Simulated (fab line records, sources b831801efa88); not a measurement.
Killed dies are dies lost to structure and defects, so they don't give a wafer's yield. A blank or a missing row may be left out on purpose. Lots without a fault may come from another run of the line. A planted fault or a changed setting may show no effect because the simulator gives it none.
fab line records | flow sky130
record lots=13 wafers=39 last_day=50
route steps=708 shown POLY_GATE@231 LDD_N@254 LDD_P@262 LI_CONTACT@381 PAD_OPEN@708
lots that met no fault: from a run of the same line without faults
start_h: hours from the record's first day to the start of the lot's first wafer shown | wait_h: hours since the lot's step before | " the same as in the row above | L1.1+2: a row that stands for several wafers | - no value, or no start given | * or withheld: withheld | < > ~ a bound
route shown NAME@n: a module of which the file shows steps, and the number in the route of the first | usual: mean/standard deviation of fault-free wafers | same: alike in all rows | chamber/n: place in a boat | sites: the reading at each site | _std_site: their standard deviation | _edge_site: outer sites' mean less inner sites' | radius_mm: how far each site lies from the wafer's centre | mask NAME#n: copy n | behind: the tool/chamber that last shaped the wafer | hold: why the lot was held/for how many hours/how that ended | device: the transistor (n, p or np) that didn't switch | end of line: the same wafers' tests at the end of the route | a step without rows: its recipe alone | killed: dies lost to structure and defects at the first sort, not the wafer's yield | map: a wafer's dies, x killed, . not, _ none there
set.NAME: the setting as run; set.NAME@STEP: as run at that earlier step | model.NAME: the simulator's own value behind a step, which no gauge read
steps of the route over a sample of lots; a table a step, a row a wafer
services: from which hour (start_h, from the record's first day; less than 0 if before it) a tool's chamber was out of use, for how many hours, and why
## steps
# step SKY_POLY_GATE_ETCH_17
# recipe target_depth_nm=180 stop_on=SiO2 over_etch_frac=0.56667 chemistry=HBr/Cl2 target=poly-Si icp_w=400 bias_w=100 pressure_mtorr=10 HBr_flow_sccm=150 Cl2_flow_sccm=50 time_s=70.5
# usual drypump_motor_current_A=5.7/0.45 oes_product_au=0.985/0.0091 run_length_s=98.8/0.59 throttle_valve_pct=33.684/0.0083
# columns lot.wafer tool chamber start_h wait_h drypump_motor_current_A oes_product_au rf_hours_counter_h run_length_s throttle_valve_pct
L438.2 rie_si-01 1 374.98 0.0 5.9 0.988 1 99.2 33.679
L438.3 " 0 " " 6.1 0.995 6 98.9 33.690
L438.6 " 0 " " 6.1 0.994 - 99.0 33.683
L439.1 rie_si-02 2 385.29 0.0 5.7 0.990 3 99.4 33.685
L439.3 " 3 " " 6.0 0.997 6 97.6 33.674
L439.6 " 3 " " 6.0 0.990 - 97.8 33.686
L440.1 rie_si-02 2 392.71 0.0 5.7 0.986 3 99.0 33.678
L440.2 " 0 " " 5.0 0.990 46 98.3 33.693
L440.4 " 1 " " 6.1 0.986 2 99.4 33.677
L442.2 rie_si-02 2 411.39 0.0 5.7 0.971 3 98.9 33.679
L442.3 " 1 " " 6.0 0.970 2 99.3 33.685
L442.6 " 0 " " 5.1 0.988 - 99.2 33.669
L443.1 rie_si-01 3 423.61 0.0 4.8 0.982 2 98.9 33.688
L443.3 " 2 " " 5.9 0.998 6 98.0 33.683
L443.4 " 0 " " 6.2 0.995 7 99.0 33.672
L445.1 rie_si-02 2 447.34 0.0 5.7 0.979 4 99.7 33.683
L445.2 " 0 " " 5.0 0.977 47 98.6 33.702
L445.3 " 3 " " 6.0 0.985 7 98.2 33.675
L446.1 rie_si-01 3 470.16 0.0 4.8 0.994 3 98.7 33.682
L446.2 " 0 " " 6.1 0.988 7 98.8 33.685
L446.3 " 1 " " 5.9 0.970 2 99.1 33.687
L448.2 rie_si-01 1 483.43 0.0 5.9 0.965 2 99.4 33.663
L448.4 " 0 " " 6.1 0.993 7 98.8 33.676
L448.6 " 3 " " 4.8 0.992 - 99.2 33.673
L450.1 rie_si-02 3 486.33 0.0 6.0 1.024 7 92.3 33.664
L450.3 " 1 " " 6.0 0.989 2 94.1 33.676
L450.6 " 1 " " 6.0 0.975 - 94.2 33.689
L451.2 rie_si-02 2 501.16 0.0 5.7 1.002 4 93.6 33.693
L451.4 " 0 " " 5.0 1.013 47 93.2 33.684
L451.5 " 1 " " 6.0 0.977 - 94.2 33.693
L459.1 rie_si-01 1 567.48 0.0 5.9 0.974 3 99.1 33.676
L459.3 " 2 " " 5.9 0.984 7 97.8 33.684
L459.6 " 3 " " 4.8 0.985 - 98.9 33.690
L458.3 rie_si-02 3 569.13 0.0 6.0 0.992 7 97.5 33.688
L458.4 " 0 " " 5.1 0.983 0 98.6 33.699
L458.5 " 0 " " 5.0 0.981 - 98.8 33.682
L461.1 rie_si-02 2 575.79 0.0 5.7 0.982 4 98.9 33.691
L461.4 " 0 " " 5.0 0.999 0 98.9 33.674
L461.5 " 1 " " 6.0 0.969 - 99.4 33.686
# step SKY_LDD_N_TW_MEAS_17
# usual LDD_N_TW=2575/27
# columns lot.wafer tool chamber start_h wait_h LDD_N_TW
L438.2 film_metro-04 - 407.82 0.1 2562
L438.3 " - " " 2551
L438.6 " - " " 2562
L439.1 film_metro-01 - 419.83 0.1 2598
L439.3 " - " " 2593
L439.6 " - " " 2603
L440.1 film_metro-01 - 426.91 0.1 2605
L440.2 " - " " 2601
L440.4 " - " " 2610
L442.2 film_metro-04 - 446.22 0.1 2540
L442.3 " - " " 2534
L442.6 " - " " 2532
L443.1 film_metro-04 - 460.83 0.1 2559
L443.3 " - " " 2548
L443.4 " - " " 2548
L445.1 film_metro-04 - 482.23 0.1 2544
L445.2 " - " " 2539
L445.3 " - " " 2538
L446.1 film_metro-04 - 504.36 0.1 2528
L446.2 " - " " 2530
L446.3 " - " " 2533
L448.2 film_metro-01 - 517.17 0.1 2602
L448.4 " - " " 2601
L448.6 " - " " 2602
L450.1 film_metro-01 - 519.63 0.1 2606
L450.3 " - " " 2577
L450.6 " - " " 2598
L451.2 film_metro-02 - 534.11 0.1 2566
L451.4 " - " " 2560
L451.5 " - " " 2576
L459.1 film_metro-04 - 601.28 0.1 2565
L459.3 " - " " 2554
L459.6 " - " " 2574
L458.3 film_metro-02 - 602.55 0.1 2576
L458.4 " - " " 2582
L458.5 " - " " 2573
L461.1 film_metro-01 - 608.90 0.1 2606
L461.4 " - " " 2622
L461.5 " - " " 2606
# step SKY_LDD_P_CD_MEAS_07
# recipe target_cd_nm=380
# usual cd_nm=380.3/1.9
# columns lot.wafer tool chamber start_h wait_h cd_nm
L438.2 cd_sem-02 - 437.39 0.1 378.5
L438.3 " - " " 378.2
L438.6 " - " " 379.2
L439.1 cd_sem-02 - 449.90 0.1 378.9
L439.3 " - " " 379.5
L439.6 " - " " 378.1
L440.1 cd_sem-02 - 457.29 0.1 381.6
L440.2 " - " " 383.5
L440.4 " - " " 384.5
L442.2 cd_sem-01 - 477.52 0.1 381.1
L442.3 " - " " 382.8
L442.6 " - " " 379.6
L443.1 cd_sem-02 - 492.47 0.1 379.0
L443.3 " - " " 379.2
L443.4 " - " " 378.8
L445.1 cd_sem-01 - 512.84 0.1 382.2
L445.2 " - " " 382.8
L445.3 " - " " 379.5
L446.1 cd_sem-02 - 534.42 0.1 379.2
L446.2 " - " " 381.4
L446.3 " - " " 381.5
L448.2 cd_sem-02 - 547.61 0.1 379.3
L448.4 " - " " 378.8
L448.6 " - " " 378.2
L450.1 cd_sem-01 - 550.07 0.1 382.0
L450.3 " - " " 382.1
L450.6 " - " " 381.8
L451.2 cd_sem-01 - 564.59 0.1 378.7
L451.4 " - " " 379.5
L451.5 " - " " 379.2
L459.1 cd_sem-01 - 629.89 0.1 378.1
L459.3 " - " " 380.9
L459.6 " - " " 379.4
L458.3 cd_sem-02 - 631.33 0.1 379.6
L458.4 " - " " 380.6
L458.5 " - " " 380.8
L461.1 cd_sem-01 - 638.34 0.1 380.0
L461.4 " - " " 381.8
L461.5 " - " " 382.2
# step SKY_LI_CONTACT_SPUTTER_19
# recipe material=Ti target_thk_nm=20 chamber_pressure_pa=5 power_w=2500 substrate_temp_c=200 time_s=106.37
# usual throttle_valve_pct=29.7/1.1
# columns lot.wafer tool chamber start_h wait_h throttle_valve_pct
L438.2 pvd_sputter-01 - 684.18 0.0 28.8
L438.3 " - " " 30.4
L438.6 " - " " 30.6
L439.1 pvd_sputter-01 - 696.03 0.0 29.3
L439.3 " - " " 30.4
L439.6 " - " " 30.3
L440.1 pvd_sputter-01 - 703.00 0.0 29.2
L440.2 " - " " 30.3
L440.4 " - " " 29.7
L442.2 pvd_sputter-01 - 721.27 0.0 30.4
L442.3 " - " " 29.4
L442.6 " - " " 30.2
L443.1 pvd_sputter-01 - 733.02 0.0 28.9
L443.3 " - " " 30.5
L443.4 " - " " 30.7
L445.1 pvd_sputter-02 - 752.14 0.0 30.8
L445.2 " - " " 29.5
L445.3 " - " " 31.4
L446.1 pvd_sputter-01 - 773.64 0.0 30.5
L446.2 " - " " 29.2
L446.3 " - " " 30.5
L448.2 pvd_sputter-02 - 782.62 0.0 30.8
L448.4 " - " " 31.1
L448.6 " - " " 28.1
L450.1 pvd_sputter-01 - 786.82 0.0 30.1
L450.3 " - " " 30.3
L450.6 " - " " 30.5
L451.2 pvd_sputter-03 - 799.29 0.0 30.7
L451.4 " - " " 26.6
L451.5 " - " " 26.4
L459.1 pvd_sputter-03 - 854.72 0.0 30.6
L459.3 " - " " 26.4
L459.6 " - " " 29.2
L458.3 pvd_sputter-01 - 858.74 0.0 30.3
L458.4 " - " " 29.5
L458.5 " - " " 29.8
L461.1 pvd_sputter-03 - 863.55 0.0 29.3
L461.4 " - " " 26.4
L461.5 " - " " 29.3
# step SKY_PAD_OPEN_PROBE_99
# usual killed_at_M0_to_M3=46/6.7 killed_at_M4_up=3.3/2 killed_at_contacts=24/5.4 killed_at_front_end=15/4.3 killed_at_other=0.4/0.64 killed_dies=89/9.1 killed_open=48/7.2 killed_short=40/6.3
# same gross_dies=492 killed_at_back_side=0
# columns lot.wafer tool chamber start_h wait_h killed_at_M0_to_M3 killed_at_M4_up killed_at_contacts killed_at_front_end killed_at_other killed_dies killed_open killed_short
L443.1 prober-01 - 1123.64 0.1 59 2 27 15 0 103 62 41
L443.3 prober-01 - 1123.74 0.2 45 8 31 17 0 101 50 51
L443.4 prober-01 - 1123.79 0.2 53 6 25 14 1 99 52 47
L445.1 prober-01 - 1136.16 0.1 32 1 30 16 0 79 40 39
L445.2 prober-01 - 1136.21 0.1 37 0 28 8 1 74 50 24
L445.3 prober-01 - 1136.26 0.2 47 2 36 14 0 99 60 39
# killed by level:class
L443.1 VIA1:geometric_particle:open=19 CONTACT:geometric_particle:open=8 CONTACT:geometric_particle:short=7 VIA3:geometric_particle:open=7 METAL2:geometric_particle:short=7 METAL1:geometric_particle:short=5 VIA2:geometric_particle:open=5 FIELD_ISO:geometric_particle:open=3
L443.3 CONTACT:geometric_particle:open=11 LI_CONTACT:geometric_particle:open=10 VIA1:geometric_particle:open=10 METAL4:geometric_particle:short=8 METAL2:geometric_particle:short=7 VIA2:geometric_particle:open=7 FIELD_ISO:geometric_particle:short=5 POLY_GATE:geometric_particle:short=5
L443.4 VIA1:geometric_particle:open=14 VIA2:geometric_particle:open=11 CONTACT:geometric_particle:open=7 FIELD_ISO:geometric_particle:short=6 LI_CONTACT:geometric_particle:open=6 METAL1:geometric_particle:short=6 VIA1:geometric_particle:short=6 FIELD_ISO:geometric_particle:open=5
L445.1 LI_CONTACT:geometric_particle:open=13 FIELD_ISO:geometric_particle:short=8 VIA2:geometric_particle:open=7 CONTACT:geometric_particle:short=6 VIA1:geometric_particle:open=5 CONTACT:geometric_particle:open=5 VIA3:geometric_particle:open=5 LOCAL_INTERCONNECT:geometric_particle:short=4
L445.2 CONTACT:geometric_particle:open=11 LI_CONTACT:geometric_particle:open=10 VIA1:geometric_particle:open=8 VIA2:geometric_particle:open=8 METAL1:geometric_particle:short=7 VIA3:geometric_particle:open=5 POLY_GATE:geometric_particle:open=4 CONTACT:geometric_particle:short=3
L445.3 CONTACT:geometric_particle:open=15 VIA3:geometric_particle:open=11 VIA2:geometric_particle:open=9 LI_CONTACT:geometric_particle:open=7 METAL2:geometric_particle:short=7 CONTACT:geometric_particle:short=6 POLY_GATE:geometric_particle:open=5 LOCAL_INTERCONNECT:geometric_particle:short=5
## services
# columns tool chamber start_h hours kind
pvd_sputter-01 - 358.08 9.2 repair
rie_si-01 3 371.57 8.9 repair
pvd_sputter-01 - 388.88 0.8 repair
rie_si-02 3 411.70 1.3 repair
rie_si-01 3 413.95 1.9 repair
rie_si-01 3 426.04 33.0 repair
rie_si-01 - 468.02 0.3 repair
rie_si-01 3 502.82 3.3 repair
rie_si-01 - 507.90 0.8 repair
rie_si-02 1 535.97 2.2 repair
rie_si-01 0 543.51 5.5 repair
rie_si-02 - 566.09 2.8 pm
rie_si-01 0 590.14 4.0 repair
rie_si-01 3 591.46 3.4 repair
rie_si-01 3 652.81 11.8 repair
rie_si-01 0 655.12 3.9 repair
rie_si-01 - 668.39 15.6 pm
rie_si-02 - 691.51 0.6 repair
pvd_sputter-01 - 692.17 1.3 repair
rie_si-02 1 694.54 1.1 repair
rie_si-02 - 802.75 0.7 repair
pvd_sputter-01 - 812.85 0.6 repair
rie_si-02 - 856.63 0.4 repair
rie_si-02 2 862.78 1.2 repair
## key
first_sign step=SKY_POLY_GATE_ETCH_17 reading=run_length_s direction=down sigmas=8.8 usual=* struck=*
effect none on later readings
met_at SKY_POLY_GATE_ETCH_17
struck_lots L450,L451
tester_left_out L450,L451
not_acting_at SKY_LDD_N_TW_MEAS_17,SKY_LDD_P_CD_MEAS_07,SKY_LI_CONTACT_SPUTTER_19
onset_between 447.34 486.33
fault kind=process_parameter_drift tool=rie_si-02 chamber=- onset_h=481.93 steps=SKY_POLY_GATE_ETCH_17 channel=time_s offset=* shape=step end_h=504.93 acts_in=* stated=*
# tester_left_out: of these lots the tester's yield and bins aren't shown, on N5 and GAA mostly nor the transistor test; their killed dies are dies lost to structure and defects alone, not to doping, threshold or leakage, so they don't give the yield
